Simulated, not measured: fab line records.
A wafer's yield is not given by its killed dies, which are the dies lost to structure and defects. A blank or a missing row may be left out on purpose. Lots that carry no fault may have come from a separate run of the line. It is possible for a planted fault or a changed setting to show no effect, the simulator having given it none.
Split-lot study	flow gf180mcu	on a route of 602 steps: 5 lots, 23 wafers read

## SPLIT DETAILS
At GF_M2_SPUTTER_03 (material Ti, target thk 10 nm, time 6.7 s), the setting power w was moved away from the recipe's 3000 W on 8 of the 23 wafers read, by +4.1% to +10.3%. For the rest of the wafers, this setting stayed at what the recipe calls for.

The split's own step is where the reading is taken.

## THE READING
Ti_of_M2_SPUTTER_03.thk nm (the simulator's own value, which no gauge read), in nm, at GF_M2_SPUTTER_03 (material Ti, target thk 10 nm, time 6.7 s). There is no usual value for it anywhere in the file. Across the 15 wafers here that went through the recipe, the average is 9.963 nm and the standard deviation 0.14 nm.

wafer	tool, chamber at the split	power w as run, W	against the recipe	Ti_of_M2_SPUTTER_03.thk nm, nm	against lot-mates on the recipe
L075.1	pvd sputter-01, -	3000	recipe	9.986	-
L075.2	pvd sputter-01, -	3000	recipe	9.829	-
L075.3	pvd sputter-01, -	3000	recipe	9.702	-
L075.4	pvd sputter-01, -	3000	recipe	9.68	-
L075.6	pvd sputter-01, -	3000	recipe	10.04	-
L079.1	pvd sputter-01, -	3000	recipe	9.958	-
L079.2	pvd sputter-01, -	3308	+10.3%	11.02	+1.113
L079.3	pvd sputter-01, -	3308	+10.3%	10.84	+0.933
L079.4	pvd sputter-01, -	3308	+10.3%	10.88	+0.973
L079.5	pvd sputter-01, -	3000	recipe	9.855	-
L078.2	pvd sputter-01, -	3000	recipe	10.08	-
L078.3	pvd sputter-01, -	3124	+4.1%	10.46	+0.397
L078.4	pvd sputter-01, -	3124	+4.1%	10.55	+0.487
L078.5	pvd sputter-01, -	3000	recipe	10.07	-
L078.6	pvd sputter-01, -	3000	recipe	10.04	-
L082.1	pvd sputter-03, -	3000	recipe	10.05	-
L082.2	pvd sputter-03, -	3000	recipe	9.963	-
L082.3	pvd sputter-03, -	3171	+5.7%	10.7	+0.694
L082.4	pvd sputter-03, -	3171	+5.7%	10.73	+0.724
L082.6	pvd sputter-03, -	3171	+5.7%	10.69	+0.684
L085.2	pvd sputter-04, -	3000	recipe	10.15	-
L085.3	pvd sputter-04, -	3000	recipe	9.926	-
L085.4	pvd sputter-04, -	3000	recipe	10.12	-

FIT RESULTS
A straight line over all 23 wafers: Ti_of_M2_SPUTTER_03.thk nm changes by +0.101 nm for each +1% of power w; r = +0.94; the points scatter about the line by 0.14 nm.
The same after taking each lot's own level away (the mean of its wafers on the recipe; 23 wafers): +0.103 nm for each +1%; r = +0.97; scatter 0.1 nm.
On that fit, the largest move of power w shifts the reading by 1.1 nm.
The span of the lots' own levels, 9.8474 to 10.0653 nm, comes to 1.6 times the standard deviation stated above.
So the lot-to-lot level changes the slope little: the two slopes agree.
Check: with one of the wafers moved furthest among these (+10.3%) left out of the fit, the line predicts +1.05 nm for it against its lot-mates. It came out at +1.11 nm against them.

## ADDITIONAL SPLITS CARRIED BY THESE WAFERS
These wafers also went through other splits before the reading. Each is held against what the fit with the lots' levels taken away leaves over:
other split on the same wafers	wafers away from the commonest value	r with Ti_of_M2_SPUTTER_03.thk nm (lot level and that fit taken away)
GF_M1_STRIP_17 pressure mtorr	15	+0.10

## FILE'S OWN FIT
Ti_of_M2_SPUTTER_03.thk nm changes by +0.104 nm for each +1% of power w, r = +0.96.
